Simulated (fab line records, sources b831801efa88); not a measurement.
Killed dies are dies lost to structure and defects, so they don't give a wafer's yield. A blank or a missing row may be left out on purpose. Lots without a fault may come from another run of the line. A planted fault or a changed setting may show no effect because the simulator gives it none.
fab line records | flow sky130
record lots=6 wafers=18 last_day=50
route steps=708 shown METAL4@622 PAD_OPEN@708
lots that met no fault: from a run of the same line without faults
start_h: hours from the record's first day to the start of the lot's first wafer shown | wait_h: hours since the lot's step before | " the same as in the row above | L1.1+2: a row that stands for several wafers | - no value, or no start given | * or withheld: withheld | < > ~ a bound
route shown NAME@n: a module of which the file shows steps, and the number in the route of the first | usual: mean/standard deviation of fault-free wafers | same: alike in all rows | chamber/n: place in a boat | sites: the reading at each site | _std_site: their standard deviation | _edge_site: outer sites' mean less inner sites' | radius_mm: how far each site lies from the wafer's centre | mask NAME#n: copy n | behind: the tool/chamber that last shaped the wafer | hold: why the lot was held/for how many hours/how that ended | device: the transistor (n, p or np) that didn't switch | end of line: the same wafers' tests at the end of the route | a step without rows: its recipe alone | killed: dies lost to structure and defects at the first sort, not the wafer's yield | map: a wafer's dies, x killed, . not, _ none there
set.NAME: the setting as run; set.NAME@STEP: as run at that earlier step | model.NAME: the simulator's own value behind a step, which no gauge read
lots at some steps of the route; a table a step, a row a wafer
services: from which hour (start_h, from the record's first day; less than 0 if before it) a tool's chamber was out of use, for how many hours, and why
## steps
# step SKY_METAL4_HMDS_06
# recipe prime_time_s=60 prime_temp_c=120
# step SKY_METAL4_COAT_07
# recipe resist=BARC temp_c=withheld time_s=withheld spin_rpm=3000 resist_thk_nm=60
# step SKY_METAL4_COAT_08
# recipe resist=KrF-thick spin_rpm=3000 resist_thk_nm=1140
# step SKY_METAL4_SOFTBAKE_09
# recipe temp_c=100 time_s=90 resist=KrF-thick
# step SKY_METAL4_EXPOSE_10
# recipe mask_id=MM4 na=0.68 source_shape=annular sigma_inner=0.4 sigma_outer=0.8 target_cd_nm=300 dose_mj=28
# step SKY_METAL4_PEB_11
# recipe peb_temp_c=withheld peb_time_s=withheld resist=KrF-thick
# step SKY_METAL4_DEVELOP_12
# recipe develop_time_s=60 resist=KrF-thick dev_temp_c=21
# step SKY_METAL4_CD_MEAS_13
# recipe target_cd_nm=300
# usual cd_nm=300.7/1.8
# columns lot.wafer tool chamber start_h wait_h cd_nm
L469.2 cd_sem-02 - 977.10 - 297.0
L469.5 " - " " 297.5
L469.6 " - " " 296.5
L474.1 cd_sem-02 - 1011.68 - 299.5
L474.2 " - " " 300.0
L474.5 " - " " 298.7
L482.2 cd_sem-01 - 1069.65 - 298.8
L482.5 " - " " 297.0
L482.6 " - " " 297.3
L483.1 cd_sem-01 - 1077.24 - 302.4
L483.3 " - " " 301.8
L483.5 " - " " 301.3
L484.1 cd_sem-01 - 1083.46 - 302.0
L484.4 " - " " 302.4
L484.6 " - " " 299.4
L492.1 cd_sem-01 - 1135.28 - 299.8
L492.3 " - " " 302.5
L492.6 " - " " 301.0
# step SKY_METAL4_OVL_MEAS_14
# usual METAL4_OVL=0/5.3
# columns lot.wafer tool chamber start_h wait_h METAL4_OVL[nm]
L469.2 overlay-02 - 977.20 0.1 10
L469.5 " - " " 9
L469.6 " - " " 7
L474.1 overlay-02 - 1011.80 0.1 0
L474.2 " - " " -2
L474.5 " - " " -10
L482.2 overlay-02 - 1069.75 0.1 9
L482.5 " - " " -2
L482.6 " - " " 3
L483.1 overlay-01 - 1077.36 0.1 -6
L483.3 " - " " -5
L483.5 " - " " -6
L484.1 overlay-02 - 1083.58 0.1 -4
L484.4 " - " " 5
L484.6 " - " " 6
L492.1 overlay-01 - 1135.40 0.1 2
L492.3 " - " " 1
L492.6 " - " " 5
# step SKY_METAL4_DESCUM_15
# recipe chemistry=O2 source_power_w=150 bias_power_w=0 pressure_mtorr=10 temp_c=40 time_s=8
# usual chamber_pressure_mTorr=10.000/0.0092 drypump_motor_current_A=5.7/0.6 oes_product_au=0.998/0.0084
# columns lot.wafer tool chamber start_h wait_h chamber_pressure_mTorr drypump_motor_current_A oes_product_au rf_hours_counter_h
L469.2 rie_metal-02 1 977.23 0.0 10.005 5.0 1.006 12
L469.5 " 0 " " 10.013 5.2 0.987 -
L469.6 " 1 " " 9.982 5.0 1.009 -
L474.1 rie_metal-02 1 1011.83 0.0 9.991 5.1 0.998 14
L474.2 " 0 " " 9.992 5.2 0.996 17
L474.5 " 1 " " 9.992 5.1 1.002 -
L482.2 rie_metal-01 1 1069.78 0.0 10.005 6.4 1.003 19
L482.5 " 0 " " 10.000 6.3 1.011 -
L482.6 " 1 " " 10.005 6.4 1.002 -
L483.1 rie_metal-02 1 1077.40 0.0 9.998 5.0 0.998 17
L483.3 " 1 " " 9.998 5.0 1.004 -
L483.5 " 1 " " 9.991 5.0 1.005 -
L484.1 rie_metal-02 0 1083.62 0.0 9.998 5.2 0.977 20
L484.4 " 0 " " 9.998 5.2 0.992 -
L484.6 " 1 " " 9.995 5.1 1.012 -
L492.1 rie_metal-02 1 1135.43 0.0 10.010 5.0 1.007 21
L492.3 " 1 " " 10.010 5.0 0.999 -
L492.6 " 0 " " 9.986 5.2 0.981 -
# step SKY_METAL4_ETCH_16
# recipe chemistry=N2/H2 target=BARC ion_energy_ev=195.3 bias_w=100 pressure_mtorr=30 n2_flow_sccm=100 h2_flow_sccm=200 icp_w=500 stop_on=SiO2 time_s=88.2 target_depth_a=600
# usual chamber_pressure_mTorr=29.997/0.024 drypump_motor_current_A=5.7/0.59 oes_product_au=0.626/0.005 throttle_valve_pct=13.205/0.0091
# columns lot.wafer tool chamber start_h wait_h chamber_pressure_mTorr drypump_motor_current_A oes_product_au rf_hours_counter_h throttle_valve_pct
L469.2 rie_metal-02 1 977.26 0.0 29.987 5.0 0.624 12 13.198
L469.5 " 0 " " 29.975 5.2 0.633 - 13.211
L469.6 " 1 " " 30.003 5.0 0.634 - 13.201
L474.1 rie_metal-02 1 1011.86 0.0 29.947 5.0 0.629 14 13.196
L474.2 " 0 " " 30.009 5.2 0.627 17 13.192
L474.5 " 1 " " 29.968 5.0 0.628 - 13.210
L482.2 rie_metal-01 1 1069.81 0.0 30.040 6.4 0.624 19 13.203
L482.5 " 0 " " 29.983 6.4 0.631 - 13.185
L482.6 " 1 " " 29.990 6.4 0.629 - 13.205
L483.1 rie_metal-02 1 1077.43 0.0 30.038 5.1 0.617 17 13.214
L483.3 " 1 " " 30.016 5.0 0.617 - 13.207
L483.5 " 1 " " 30.008 5.1 0.630 - 13.218
L484.1 rie_metal-02 0 1083.65 0.0 30.012 5.2 0.628 20 13.229
L484.4 " 0 " " 29.974 5.2 0.618 - 13.206
L484.6 " 1 " " 30.007 5.0 0.618 - 13.222
L492.1 rie_metal-02 1 1135.46 0.0 29.997 5.1 0.619 21 13.203
L492.3 " 1 " " 30.007 5.0 0.619 - 13.192
L492.6 " 0 " " 29.972 5.2 0.616 - 13.199
# step SKY_METAL4_ETCH_17
# recipe target=SiO2 stop_on=TiN chemistry=C4F8/O2/Ar source_w=1500 bias_w=1200 pressure_mtorr=40 c4f8_flow_sccm=withheld O2_flow_sccm=6 Ar_flow_sccm=300 time_s=3.9 target_depth_a=150
# usual chamber_pressure_mTorr=40.00/0.037 oes_product_au=0.756/0.0073
# columns lot.wafer tool chamber start_h wait_h chamber_pressure_mTorr oes_product_au rf_hours_counter_h
L469.2 rie_diel-01 3 977.36 0.1 39.99 0.755 9
L469.5 " 1 " " 40.06 0.756 -
L469.6 " 0 " " 40.00 0.754 -
L474.1 rie_diel-03 2 1011.96 0.1 39.98 0.753 14
L474.2 " 0 " " 40.01 0.757 9
L474.5 " 1 " " 40.01 0.758 -
L482.2 rie_diel-01 1 1069.91 0.1 39.95 0.753 10
L482.5 " 0 " " 39.98 0.764 -
L482.6 " 1 " " 40.01 0.766 -
L483.1 rie_diel-03 0 1077.53 0.1 40.00 0.750 11
L483.3 " 2 " " 39.99 0.749 17
L483.5 " 1 " " 40.02 0.750 -
L484.1 rie_diel-03 3 1083.75 0.1 39.98 0.753 8
L484.4 " 1 " " 39.94 0.764 17
L484.6 " 1 " " 40.02 0.756 -
L492.1 rie_diel-01 3 1135.56 0.1 40.01 0.750 14
L492.3 " 1 " " 40.00 0.747 12
L492.6 " 0 " " 40.04 0.763 -
# step SKY_METAL4_METAL_ETCH_18
# recipe target_depth_a=8450 stop_on=SiO2 over_etch_frac=0.3 time_s=183.1 chemistry=Cl2/BCl3 resist_sidewall_deg=88 pressure_mtorr=10 icp_w=900 bias_w=48.5 Cl2_flow_sccm=60 bcl3_flow_sccm=30
# usual chamber_pressure_mTorr=10.000/0.0085 drypump_motor_current_A=5.9/0.51 mfc_cl2_sccm=60.01/0.19 oes_product_au=0.865/0.0071 over_etch_frac=0.3/0 throttle_valve_pct=22.265/0.0088
# columns lot.wafer tool chamber start_h wait_h chamber_pressure_mTorr drypump_motor_current_A mfc_cl2_sccm oes_product_au over_etch_frac rf_hours_counter_h throttle_valve_pct model.KrF-thick_of_METAL4_COAT_08.thk_nm
L469.2 rie_metal-03 1 977.38 0.0 10.003 5.9 59.92 0.865 0.3 11 22.263 521.1
L469.5 " 1 " " 9.998 5.9 60.04 0.876 0.3 - 22.248 521.7
L469.6 " 0 " " 9.998 6.2 59.91 0.870 0.3 - 22.258 527.7
L474.1 rie_metal-03 0 1011.98 0.0 10.004 6.2 60.14 0.861 0.3 11 22.262 531.1
L474.2 " 1 " " 9.996 5.9 59.80 0.861 0.3 13 22.256 535.5
L474.5 " 1 " " 9.997 5.9 60.22 0.868 0.3 - 22.267 531.7
L482.2 rie_metal-03 1 1069.93 0.0 9.989 5.9 59.97 0.863 0.3 17 22.274 529.7
L482.5 " 1 " " 9.999 5.9 59.89 0.854 0.3 - 22.263 529.3
L482.6 " 0 " " 9.995 6.2 60.09 0.831 0.37474 - 22.265 490.3
L483.1 rie_metal-03 0 1077.55 0.0 9.997 6.2 59.78 0.841 0.37474 16 22.273 492.8
L483.3 " 0 " " 10.009 6.2 59.96 0.844 0.37474 - 22.263 491.7
L483.5 " 1 " " 10.007 6.0 60.04 0.857 0.3 - 22.264 524
L484.1 rie_metal-01 1 1083.77 0.0 10.002 6.4 60.17 0.874 0.3 22 22.261 532.3
L484.4 " 1 " " 10.002 6.4 60.22 0.858 0.3 - 22.276 533.5
L484.6 " 1 " " 10.004 6.4 59.98 0.876 0.3 - 22.279 524.5
L492.1 rie_metal-01 0 1135.58 0.0 10.011 6.4 60.18 0.865 0.3 3 22.260 520.1
L492.3 " 0 " " 10.004 6.4 59.96 0.875 0.3 - 22.259 525.6
L492.6 " 1 " " 10.009 6.5 60.02 0.866 0.3 - 22.249 527.3
# step SKY_METAL4_STRIP_19
# recipe chemistry=O2/N2 power_w=1400 pressure_mtorr=1500 platen_temp_c=withheld o2_flow_sccm=3000 n2_flow_sccm=300 overash_fraction=0.5
# usual chamber_pressure_mTorr=1499.9/1.4 drypump_motor_current_A=5.9/0.41 oes_product_au=0.502/0.0049 strip_time_to_endpoint_s=6.54/0.067
# columns lot.wafer tool chamber start_h wait_h chamber_pressure_mTorr drypump_motor_current_A oes_product_au rf_hours_counter_h strip_time_to_endpoint_s
L469.2 plasma_asher-01 1 977.56 0.1 1501.0 6.0 0.491 51 6.46
L469.5 " 0 " " 1503.3 6.5 0.508 - 6.50
L469.6 " 1 " " 1500.2 6.0 0.502 - 6.55
L474.1 plasma_asher-01 1 1012.16 0.1 1498.8 6.0 0.496 55 6.58
L474.2 " 0 " " 1499.7 6.5 0.504 55 6.63
L474.5 " 1 " " 1497.7 6.0 0.498 - 6.57
L482.2 plasma_asher-02 0 1070.11 0.1 1501.8 5.2 0.498 35 6.56
L482.5 " 1 " " 1501.6 6.1 0.506 - 6.56
L482.6 " 0 " " 1496.9 5.2 0.484 - 6.18
L483.1 plasma_asher-01 1 1077.73 0.1 1500.1 6.0 0.492 62 6.19
L483.3 " 1 " " 1499.8 6.0 0.491 - 6.17
L483.5 " 0 " " 1499.0 6.5 0.500 - 6.50
L484.1 plasma_asher-02 1 1084.12 0.3 1497.7 6.1 0.502 37 6.59
L484.4 " 0 " " 1501.0 5.2 0.506 - 6.60
L484.6 " 0 " " 1499.4 5.3 0.511 - 6.51
L492.1 plasma_asher-04 1 1135.76 0.1 1499.7 5.5 0.497 101 6.46
L492.3 " 0 " " 1499.0 5.8 0.505 - 6.51
L492.6 " 0 " " 1501.4 5.9 0.498 - 6.53
# step SKY_METAL4_STRIP_20
# recipe chemistry=post_etch_residue_remover time_s=1200 temp_c=72.5
# step SKY_PAD_OPEN_PROBE_99
# usual defect_limited_yield=82.6/2.1 killed_at_M0_to_M3=44/7.5 killed_at_M4_up=3.1/1.7 killed_at_contacts=24/6.2 killed_at_front_end=15/4.2 killed_at_other=0.4/0.58 killed_dies=85/10 killed_open=47/7.7 killed_short=38/6.4 sort_bin_3_pad_short=0.8/0.41 sort_bin_5_function=10.3/1.7 sort_bin_6_memory=6.2/1.1 sort_n_pass=407/10 sort_yield_pct=82.6/2.1
# same gross_dies=492 killed_at_back_side=0 sort_bin_4_leakage[%]=0 sort_bin_8_speed[%]=0
# columns lot.wafer tool chamber start_h wait_h defect_limited_yield[%] killed_at_M0_to_M3 killed_at_M4_up killed_at_contacts killed_at_front_end killed_at_other killed_dies killed_open killed_short sort_bin_3_pad_short[%] sort_bin_5_function[%] sort_bin_6_memory[%] sort_n_pass sort_yield_pct[%]
L469.2 prober-01 - 1073.04 0.1 81.9 46 2 20 21 0 89 55 33 0.6 11.8 5.7 403 81.9
L469.5 prober-01 - 1073.19 0.2 80.7 51 1 26 17 0 95 51 40 0.6 11.2 7.5 397 80.7
L469.6 prober-01 - 1073.24 0.2 84.6 47 3 12 14 0 76 47 25 0.6 7.9 6.9 416 84.6
L474.1 prober-02 - 1103.62 0.1 80.7 61 0 23 11 0 95 41 54 1.6 11.0 6.7 397 80.7
L474.2 prober-02 - 1103.67 0.1 83.9 39 2 20 18 0 79 43 36 0.2 9.1 6.7 413 83.9
L474.5 prober-02 - 1103.82 0.2 82.1 46 1 21 20 0 88 52 36 0.4 12.2 5.3 404 82.1
L482.6 prober-02 - 1154.38 0.2 80.3 49 1 36 11 0 97 56 41 2.2 11.2 6.3 395 80.3
# killed by level:class
L469.2 VIA1:geometric_particle:open=15 FIELD_ISO:geometric_particle:open=7 VIA3:geometric_particle:open=7 METAL1:geometric_particle:short=6 LI_CONTACT:geometric_particle:open=6 POLY_GATE:geometric_particle:open=5 CONTACT:geometric_particle:open=5 VIA3:geometric_particle:short=5
L469.5 CONTACT:geometric_particle:open=13 VIA3:geometric_particle:open=8 VIA1:geometric_particle:open=7 VIA2:geometric_particle:open=7 FIELD_ISO:geometric_particle:short=6 METAL1:geometric_particle:short=6 METAL2:geometric_particle:short=6 FIELD_ISO:geometric_particle:open=5
L469.6 VIA1:geometric_particle:open=16 VIA2:geometric_particle:open=8 VIA3:geometric_particle:short=6 FIELD_ISO:geometric_particle:open=4 LI_CONTACT:geometric_particle:open=4 VIA3:geometric_particle:open=4 CONTACT:geometric_particle:open=3 METAL1:geometric_particle:open=3
L474.1 METAL1:geometric_particle:short=10 LI_CONTACT:geometric_particle:open=10 VIA1:geometric_particle:open=8 VIA1:geometric_particle:short=8 METAL2:geometric_particle:short=8 VIA3:geometric_particle:short=7 VIA3:geometric_particle:open=7 CONTACT:geometric_particle:short=6
L474.2 VIA3:geometric_particle:open=10 VIA1:geometric_particle:open=7 VIA2:geometric_particle:open=6 CONTACT:geometric_particle:open=6 LOCAL_INTERCONNECT:geometric_particle:short=6 CONTACT:geometric_particle:short=5 FIELD_ISO:geometric_particle:open=4 SPACER:geometric_particle:short=4
L474.5 VIA2:geometric_particle:open=10 CONTACT:geometric_particle:open=9 LI_CONTACT:geometric_particle:open=7 METAL1:geometric_particle:short=7 VIA1:geometric_particle:short=7 VIA1:geometric_particle:open=6 FIELD_ISO:geometric_particle:short=5 FIELD_ISO:geometric_particle:open=4
L482.6 CONTACT:geometric_particle:open=15 VIA1:geometric_particle:open=14 VIA1:geometric_particle:short=8 LOCAL_INTERCONNECT:geometric_particle:short=7 VIA3:geometric_particle:open=7 CONTACT:geometric_particle:short=5 LI_CONTACT:geometric_particle:short=4 METAL3:geometric_particle:short=4
## services
# columns tool chamber start_h hours kind
plasma_asher-04 - 963.55 2.9 repair
rie_diel-03 - 967.18 2.8 pm
rie_diel-03 1 979.05 9.2 repair
rie_diel-01 1 1011.78 5.8 repair
rie_diel-03 2 1015.87 5.7 repair
plasma_asher-01 - 1042.24 1.0 repair
plasma_asher-01 - 1049.37 0.5 repair
rie_metal-02 - 1053.82 0.5 repair
rie_metal-02 - 1062.40 14.6 pm
rie_metal-01 0 1070.29 - clean
rie_metal-01 0 1070.29 19.3 scheduled_down
rie_metal-01 0 1070.29 19.3 vent_cycle
plasma_asher-02 - 1075.28 0.8 repair
rie_diel-01 - 1079.50 1.7 repair
rie_metal-01 - 1109.55 0.8 repair
rie_diel-01 1 1109.59 13.3 repair
rie_diel-01 3 1117.67 2.6 repair
plasma_asher-04 - 1121.70 2.8 pm
plasma_asher-02 - 1127.48 2.8 pm
rie_diel-01 - 1131.10 0.3 repair
## key
first_sign step=SKY_METAL4_METAL_ETCH_18 reading=over_etch_frac direction=up sigmas=99+ usual=0.3 struck=0.37474
effect step=SKY_METAL4_METAL_ETCH_18 reading=oes_product_au direction=down sigmas=3.7 usual=0.865 struck=0.839
effect step=SKY_METAL4_STRIP_19 reading=strip_time_to_endpoint_s direction=down sigmas=5.5 usual=* struck=*
model_effect step=SKY_METAL4_METAL_ETCH_18 value=KrF-thick_of_METAL4_COAT_08.thk_nm without=523.3 struck=491.6
met_at SKY_METAL4_METAL_ETCH_18
struck_wafers L482.6,L483.1,L483.3
onset_between 1011.98 1069.93
fault kind=process_parameter_drift tool=rie_metal-03 chamber=0 onset_h=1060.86 steps=SKY_METAL4_METAL_ETCH_18 channel=over_etch_frac offset=0.07474 shape=step end_h=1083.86 acts_in=these_recipes_only stated=0.3
